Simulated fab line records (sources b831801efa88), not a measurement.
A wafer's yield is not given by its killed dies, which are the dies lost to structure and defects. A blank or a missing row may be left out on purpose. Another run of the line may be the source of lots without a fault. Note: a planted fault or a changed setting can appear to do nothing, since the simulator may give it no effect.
fab line records ; flow sky130
record lots=13; wafers=39; lastDay=50
route steps=708 shown FIELD_ISO@1 VT_ADJUST_HVTR@139 PAD_OPEN@708
lots that met no fault: taken from a fault-free run of the same line
startH: hours from the record's opening day to when the first of the lot's shown wafers began ; waitH: hours elapsed since this lot's preceding step ; " same as the row above ; L1.1+2: a row that stands for several wafers ; - no value present, or no start provided ; * or withheld: withheld ; < > ~ a bound
route shown NAME@n: names a module that has steps shown in the file, with the first one's number in the route ; usual: average and standard deviation across the fault-free wafers ; same: alike in all rows ; chamber/n: place in a boat ; sites: each site's reading ; _std_site: standard deviation of those values ; _edge_site: inner sites' mean taken away from outer sites' mean ; radiusMm: how far each site lies from the wafer's centre ; mask NAME#n: copy n ; behind: the tool/chamber that last shaped the wafer ; hold: the reason the lot was held/the length of the hold in hours/how it ended ; device: names the non-switching transistor (n, p or np) ; end of line: the same wafers' tests at the end of the route ; where a step has no rows: the recipe by itself ; killed: dies that structure and defects cost at the first sort, which is not the same as the wafer's yield ; map: the dies of a wafer, with x for killed, . for not killed, _ for no die there
set.NAME: the setting as run; set.NAME@STEP: as run at that earlier step ; model.NAME: the simulator's own value behind a step, which no gauge read
steps of the route over a sample of lots; a table a step, a row a wafer
services: a tool's chamber out of use, with start hour (startH, from the record's first day; less than 0 if before it), hours out, and reason
## steps
# step SKY_FIELD_ISO_BOW_MEAS_00
# recipe mode=bow
# usual INCOMING_BOW=1/6.5
lot.wafer;tool;chamber;startH;waitH;INCOMING_BOW[um]
L619.1;filmMetro-01;-;10.00;-;5
L619.3;filmMetro-01;-;10.00;-;0
L619.6;filmMetro-01;-;10.00;-;-4
L621.2;filmMetro-04;-;20.02;-;-9
L621.4;filmMetro-04;-;20.02;-;-7
L621.5;filmMetro-04;-;20.02;-;2
L624.1;filmMetro-04;-;35.00;-;0
L624.3;filmMetro-04;-;35.00;-;3
L624.6;filmMetro-04;-;35.00;-;12
L625.2;filmMetro-01;-;40.02;-;2
L625.3;filmMetro-01;-;40.02;-;0
L625.4;filmMetro-01;-;40.02;-;-5
L626.2;filmMetro-02;-;45.02;-;1
L626.5;filmMetro-02;-;45.02;-;2
L626.6;filmMetro-02;-;45.02;-;12
L627.2;filmMetro-02;-;50.02;-;10
L627.3;filmMetro-02;-;50.02;-;-5
L627.4;filmMetro-02;-;50.02;-;7
L628.4;filmMetro-04;-;55.06;-;-2
L628.5;filmMetro-04;-;55.06;-;-10
L628.6;filmMetro-04;-;55.06;-;-3
L629.1;filmMetro-01;-;60.00;-;3
L629.2;filmMetro-01;-;60.00;-;-5
L629.5;filmMetro-01;-;60.00;-;-4
L631.3;filmMetro-04;-;70.04;-;6
L631.4;filmMetro-04;-;70.04;-;-6
L631.5;filmMetro-04;-;70.04;-;7
L633.4;filmMetro-04;-;80.06;-;-9
L633.5;filmMetro-04;-;80.06;-;5
L633.6;filmMetro-04;-;80.06;-;-2
L634.1;filmMetro-02;-;85.00;-;2
L634.3;filmMetro-02;-;85.00;-;4
L634.4;filmMetro-02;-;85.00;-;-14
L639.1;filmMetro-02;-;110.00;-;2
L639.3;filmMetro-02;-;110.00;-;-4
L639.4;filmMetro-02;-;110.00;-;-2
L642.1;filmMetro-02;-;125.00;-;1
L642.3;filmMetro-02;-;125.00;-;-1
L642.5;filmMetro-02;-;125.00;-;0
# step SKY_FIELD_ISO_CD_MEAS_13
# recipe targetCdNm=150
# usual cdNm=149.6/1.7
lot.wafer;tool;chamber;startH;waitH;cdNm
L619.1;cdSem-01;-;31.06;-;152.5
L619.3;cdSem-01;-;31.06;-;153.5
L619.6;cdSem-01;-;31.06;-;153.6
L621.2;cdSem-02;-;39.03;-;149.7
L621.4;cdSem-02;-;39.03;-;149.6
L621.5;cdSem-02;-;39.03;-;148.6
L624.1;cdSem-02;-;55.37;-;149.8
L624.3;cdSem-02;-;55.37;-;147.4
L624.6;cdSem-02;-;55.37;-;149.4
L625.2;cdSem-01;-;60.94;-;152.0
L625.3;cdSem-01;-;60.94;-;152.5
L625.4;cdSem-01;-;60.94;-;151.2
L626.2;cdSem-02;-;65.84;-;147.8
L626.5;cdSem-02;-;65.84;-;145.6
L626.6;cdSem-02;-;65.84;-;146.2
L627.2;cdSem-02;-;70.28;-;148.8
L627.3;cdSem-02;-;70.28;-;147.9
L627.4;cdSem-02;-;70.28;-;148.7
L628.4;cdSem-01;-;75.83;-;152.2
L628.5;cdSem-01;-;75.83;-;150.6
L628.6;cdSem-01;-;75.83;-;151.5
L629.1;cdSem-02;-;81.85;-;152.6
L629.2;cdSem-02;-;81.85;-;152.3
L629.5;cdSem-02;-;81.85;-;153.5
L631.3;cdSem-01;-;91.00;-;148.6
L631.4;cdSem-01;-;91.00;-;147.1
L631.5;cdSem-01;-;91.00;-;149.2
L633.4;cdSem-02;-;100.73;-;150.1
L633.5;cdSem-02;-;100.73;-;150.4
L633.6;cdSem-02;-;100.73;-;150.6
L634.1;cdSem-02;-;114.02;-;149.4
L634.3;cdSem-02;-;114.02;-;150.4
L634.4;cdSem-02;-;114.02;-;149.9
L639.1;cdSem-01;-;135.10;-;149.8
L639.3;cdSem-01;-;135.10;-;149.1
L639.4;cdSem-01;-;135.10;-;148.9
L642.1;cdSem-01;-;147.70;-;150.7
L642.3;cdSem-01;-;147.70;-;149.6
L642.5;cdSem-01;-;147.70;-;149.8
# step SKY_FIELD_ISO_ETCH_17
# recipe targetDepthA=3420; maskMaterial=Si3N4; chemistry=HBr/Cl2/O2; target=Si; taperDeg=5; icpW=600; biasW=150; pressureMtorr=15; HBr_flow_sccm=150; Cl2_flow_sccm=40; O2_flow_sccm=6; timeS=97.7
# usual drypumpMotorCurrentA=5.8/0.41; oesProductAu=0.998/0.0077; rfFwdPowerW=595.6/2; throttleValvePct=25.658/0.01
lot.wafer;tool;chamber;startH;waitH;drypumpMotorCurrentA;oesProductAu;rfFwdPowerW;rfHoursCounterH;throttleValvePct
L619.1;rieSi-01;1;31.38;0.1;5.7;0.995;594.5;151;25.658
L619.3;rieSi-01;3;31.38;0.1;5.5;1.013;593.6;1;25.634
L619.6;rieSi-01;3;31.38;0.1;5.5;1.013;595.5;-;25.648
L621.2;rieSi-01;0;39.33;0.1;6.5;0.999;595.0;26;25.661
L621.4;rieSi-01;2;39.33;0.1;5.6;1.007;595.0;126;25.664
L621.5;rieSi-01;1;39.33;0.1;5.7;0.996;593.8;-;25.667
L624.1;rieSi-01;0;55.69;0.1;6.5;1.014;597.5;26;25.636
L624.3;rieSi-01;1;55.69;0.1;5.7;1.001;594.9;151;25.671
L624.6;rieSi-01;1;55.69;0.1;5.7;0.994;597.6;-;25.661
L625.2;rieSi-02;2;61.24;0.1;6.6;1.003;592.2;2;25.650
L625.3;rieSi-02;0;61.24;0.1;5.8;0.989;597.8;100;25.645
L625.4;rieSi-02;3;61.24;0.1;5.5;0.994;597.6;29;25.671
L626.2;rieSi-01;1;66.14;0.1;5.7;0.999;597.1;151;25.659
L626.5;rieSi-01;1;66.14;0.1;5.7;0.993;593.9;-;25.655
L626.6;rieSi-01;0;66.14;0.1;6.5;1.001;593.4;-;25.661
L627.2;rieSi-02;2;70.58;0.1;6.6;1.012;597.3;2;25.645
L627.3;rieSi-02;0;70.58;0.1;5.8;0.995;594.5;100;25.658
L627.4;rieSi-02;1;70.58;0.1;5.6;0.999;595.0;138;25.669
L628.4;rieSi-01;1;76.09;0.0;5.7;0.985;596.3;151;25.677
L628.5;rieSi-01;0;76.09;0.0;6.5;0.991;595.3;-;25.659
L628.6;rieSi-01;1;76.09;0.0;5.7;0.982;597.2;-;25.672
L629.1;rieSi-02;2;82.17;0.1;6.6;1.002;593.5;2;25.655
L629.2;rieSi-02;1;82.17;0.1;5.6;1.006;593.5;138;25.649
L629.5;rieSi-02;2;82.17;0.1;6.6;0.994;595.6;-;25.662
L631.3;rieSi-02;2;91.28;0.0;6.6;1.010;593.9;2;25.677
L631.4;rieSi-02;3;91.28;0.0;5.4;0.991;597.6;29;25.660
L631.5;rieSi-02;3;91.28;0.0;5.5;0.983;593.1;-;25.667
L633.4;rieSi-01;0;100.99;0.0;6.5;1.008;597.8;26;25.633
L633.5;rieSi-01;2;100.99;0.0;5.6;1.005;595.7;-;25.655
L633.6;rieSi-01;1;100.99;0.0;5.7;0.990;594.8;-;25.663
L634.1;rieSi-01;0;114.34;0.1;6.5;0.993;594.1;26;25.650
L634.3;rieSi-01;2;114.34;0.1;5.6;0.997;597.9;126;25.678
L634.4;rieSi-01;3;114.34;0.1;5.5;1.004;592.0;2;25.667
L639.1;rieSi-02;0;135.42;0.1;5.8;0.994;594.9;101;25.669
L639.3;rieSi-02;0;135.42;0.1;5.8;0.992;594.2;-;25.666
L639.4;rieSi-02;2;135.42;0.1;6.6;1.001;593.1;-;25.665
L642.1;rieSi-01;0;148.02;0.1;6.5;1.132;597.5;27;25.575
L642.3;rieSi-01;3;148.02;0.1;5.5;1.002;595.5;2;25.653
L642.5;rieSi-01;1;148.02;0.1;5.7;0.991;596.7;-;25.655
# step SKY_VT_ADJUST_HVTR_OVL_MEAS_08
# usual VT_ADJUST_HVTR_OVL=0.7/1.5
lot.wafer;tool;chamber;startH;waitH;VT_ADJUST_HVTR_OVL[nm]
L619.1;overlay-01;-;199.77;0.1;0.9
L619.3;overlay-01;-;199.77;0.1;0.0
L619.6;overlay-01;-;199.77;0.1;2.3
L621.2;overlay-02;-;216.02;0.1;3.9
L621.4;overlay-02;-;216.02;0.1;2.6
L621.5;overlay-02;-;216.02;0.1;4.1
L624.1;overlay-02;-;234.67;0.1;1.3
L624.3;overlay-02;-;234.67;0.1;-0.8
L624.6;overlay-02;-;234.67;0.1;-0.3
L625.2;overlay-01;-;246.85;0.1;-1.5
L625.3;overlay-01;-;246.85;0.1;0.5
L625.4;overlay-01;-;246.85;0.1;-1.7
L626.2;overlay-02;-;251.25;0.1;0.8
L626.5;overlay-02;-;251.25;0.1;-0.9
L626.6;overlay-02;-;251.25;0.1;1.0
L627.2;overlay-01;-;270.55;0.1;1.4
L627.3;overlay-01;-;270.55;0.1;1.1
L627.4;overlay-01;-;270.55;0.1;2.4
L628.4;overlay-02;-;289.43;0.1;-0.2
L628.5;overlay-02;-;289.43;0.1;1.1
L628.6;overlay-02;-;289.43;0.1;0.6
L629.1;overlay-01;-;290.38;0.1;1.7
L629.2;overlay-01;-;290.38;0.1;0.8
L629.5;overlay-01;-;290.38;0.1;-0.7
L631.3;overlay-02;-;306.97;0.1;0.5
L631.4;overlay-02;-;306.97;0.1;0.4
L631.5;overlay-02;-;306.97;0.1;-0.3
L633.4;overlay-02;-;313.24;0.1;2.5
L633.5;overlay-02;-;313.24;0.1;0.6
L633.6;overlay-02;-;313.24;0.1;0.5
L634.1;overlay-01;-;322.82;0.1;2.5
L634.3;overlay-01;-;322.82;0.1;1.7
L634.4;overlay-01;-;322.82;0.1;1.1
L639.1;overlay-02;-;353.87;0.1;2.9
L639.3;overlay-02;-;353.87;0.1;3.3
L639.4;overlay-02;-;353.87;0.1;1.9
L642.1;overlay-02;-;370.18;0.1;2.6
L642.3;overlay-02;-;370.18;0.1;-0.9
L642.5;overlay-02;-;370.18;0.1;1.7
# step SKY_PAD_OPEN_PROBE_99
# usual killed_at_M0_to_M3=43/7.8; killed_at_M4_up=3.2/1.7; killedAtContacts=24/5.2; killedAtFrontEnd=15/4.5; killedAtOther=0.4/0.65; killedDies=87/9.1; killedOpen=47/7.3; killedShort=40/6.5
# same grossDies=492; killedAtBackSide=0
lot.wafer;tool;chamber;startH;waitH;killed_at_M0_to_M3;killed_at_M4_up;killedAtContacts;killedAtFrontEnd;killedAtOther;killedDies;killedOpen;killedShort
L627.2;prober-01;-;1130.12;0.1;43;5;28;14;1;91;48;42
L627.3;prober-01;-;1130.17;0.2;43;4;26;21;1;95;53;41
L627.4;prober-01;-;1130.22;0.2;49;5;17;19;0;90;41;49
L629.1;prober-01;-;1144.03;0.1;45;3;21;19;0;88;40;48
L629.2;prober-01;-;1144.08;0.1;50;5;19;15;0;89;43;46
L629.5;prober-01;-;1144.23;0.2;36;6;16;17;1;76;39;37
L634.1;prober-02;-;1163.53;0.1;42;0;23;13;2;80;39;38
L634.3;prober-02;-;1163.63;0.2;44;5;25;11;1;86;49;36
L634.4;prober-02;-;1163.68;0.2;41;2;20;15;1;79;44;34
L639.1;prober-01;-;1192.66;0.1;41;3;33;16;1;94;45;48
L639.3;prober-01;-;1192.76;0.2;44;4;25;15;2;90;56;33
L639.4;prober-01;-;1192.81;0.2;44;1;18;15;1;79;42;36
# killed by level:class
L627.2 CONTACT:geometricParticle:open=14 VIA1:geometricParticle:open=8 VIA2:geometricParticle:open=7 VIA1:geometricParticle:short=6 FIELD_ISO:geometricParticle:open=5 METAL1:geometricParticle:short=5 CONTACT:geometricParticle:short=5 FIELD_ISO:geometricParticle:short=4
L627.3 CONTACT:geometricParticle:open=11 METAL2:geometricParticle:short=7 VIA1:geometricParticle:open=7 VIA3:geometricParticle:open=7 LI_CONTACT:geometricParticle:open=6 FIELD_ISO:geometricParticle:open=5 POLY_GATE:geometricParticle:open=5 METAL1:geometricParticle:short=5
L627.4 VIA1:geometricParticle:open=9 METAL1:geometricParticle:short=7 FIELD_ISO:geometricParticle:short=6 VIA1:geometricParticle:short=6 METAL2:geometricParticle:short=6 VIA3:geometricParticle:open=6 CONTACT:geometricParticle:short=5 CONTACT:geometricParticle:open=5
L629.1 VIA3:geometricParticle:open=10 VIA1:geometricParticle:open=9 CONTACT:geometricParticle:open=9 METAL1:geometricParticle:short=9 CONTACT:geometricParticle:short=7 FIELD_ISO:geometricParticle:short=6 POLY_GATE:geometricParticle:short=6 VIA1:geometricParticle:short=4
L629.2 VIA1:geometricParticle:open=13 METAL2:geometricParticle:short=7 LI_CONTACT:geometricParticle:open=6 CONTACT:geometricParticle:open=6 METAL1:geometricParticle:short=6 VIA3:geometricParticle:short=6 VIA3:geometricParticle:open=6 FIELD_ISO:geometricParticle:open=4
L629.5 CONTACT:geometricParticle:open=8 POLY_GATE:geometricParticle:short=6 VIA1:geometricParticle:open=6 VIA3:geometricParticle:open=6 FIELD_ISO:geometricParticle:open=5 VIA2:geometricParticle:short=5 VIA2:geometricParticle:open=5 METAL4:geometricParticle:short=5
L634.1 VIA1:geometricParticle:open=10 CONTACT:geometricParticle:open=7 LI_CONTACT:geometricParticle:open=6 VIA1:geometricParticle:short=6 VIA3:geometricParticle:short=6 LOCAL_INTERCONNECT:geometricParticle:short=5 VIA2:geometricParticle:open=5 POLY_GATE:geometricParticle:short=4
L634.3 VIA3:geometricParticle:open=11 CONTACT:geometricParticle:open=10 VIA1:geometricParticle:open=7 CONTACT:geometricParticle:short=6 METAL1:geometricParticle:short=6 METAL2:geometricParticle:short=6 LI_CONTACT:geometricParticle:open=5 FIELD_ISO:geometricParticle:open=4
L634.4 VIA1:geometricParticle:open=11 METAL1:geometricParticle:short=9 VIA3:geometricParticle:open=7 LI_CONTACT:geometricParticle:open=6 FIELD_ISO:geometricParticle:open=5 POLY_GATE:geometricParticle:short=5 CONTACT:geometricParticle:open=5 CONTACT:geometricParticle:short=5
L639.1 CONTACT:geometricParticle:open=12 METAL2:geometricParticle:short=11 LI_CONTACT:geometricParticle:open=10 VIA2:geometricParticle:open=7 FIELD_ISO:geometricParticle:short=6 VIA3:geometricParticle:short=6 LOCAL_INTERCONNECT:geometricParticle:short=5 POLY_GATE:geometricParticle:open=4
L639.3 CONTACT:geometricParticle:open=12 VIA1:geometricParticle:open=10 FIELD_ISO:geometricParticle:open=9 VIA2:geometricParticle:open=9 VIA1:geometricParticle:short=6 CONTACT:geometricParticle:short=5 FIELD_ISO:geometricParticle:short=4 LI_CONTACT:geometricParticle:open=4
L639.4 VIA3:geometricParticle:open=7 VIA1:geometricParticle:open=7 CONTACT:geometricParticle:open=6 METAL2:geometricParticle:short=6 POLY_GATE:geometricParticle:open=5 POLY_GATE:geometricParticle:short=5 VIA1:geometricParticle:short=5 VIA2:geometricParticle:open=5
## services
tool;chamber;startH;hours;kind
rieSi-01;3;41.01;8.2;repair
rieSi-01;1;78.46;-;clean
rieSi-01;1;78.46;19.8;scheduledDown
rieSi-01;1;78.46;19.8;ventCycle
rieSi-02;-;123.00;2.8;pm
rieSi-02;1;130.97;1.9;repair
rieSi-02;1;134.59;-;clean
rieSi-02;1;134.59;20.4;scheduledDown
rieSi-02;1;134.59;20.4;ventCycle
rieSi-02;3;135.06;8.0;repair
rieSi-02;-;140.68;1.1;repair
## key
firstSign step=SKY_FIELD_ISO_ETCH_17; reading=oesProductAu; direction=up; sigmas=17; usual=0.998; struck=1.132
effect step=SKY_FIELD_ISO_ETCH_17; reading=throttleValvePct; direction=down; sigmas=8.3; usual=25.658; struck=25.575
metAt SKY_FIELD_ISO_ETCH_17
struckLots L642
struckWafers L642.1
testerLeftOut L642
notActingAt SKY_FIELD_ISO_BOW_MEAS_00,SKY_FIELD_ISO_CD_MEAS_13,SKY_VT_ADJUST_HVTR_OVL_MEAS_08
onsetBetween 114.34 148.02
fault kind=processParameterDrift; tool=rieSi-01; chamber=0; onsetH=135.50; steps=SKY_FIELD_ISO_ETCH_17; channel=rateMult; offset=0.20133; shape=step; endH=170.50
# testerLeftOut: of these lots the tester's yield and bins aren't shown, on N5 and GAA mostly nor the transistor test; their killed dies are dies lost to structure and defects alone, not to doping, threshold or leakage, so they don't give the yield
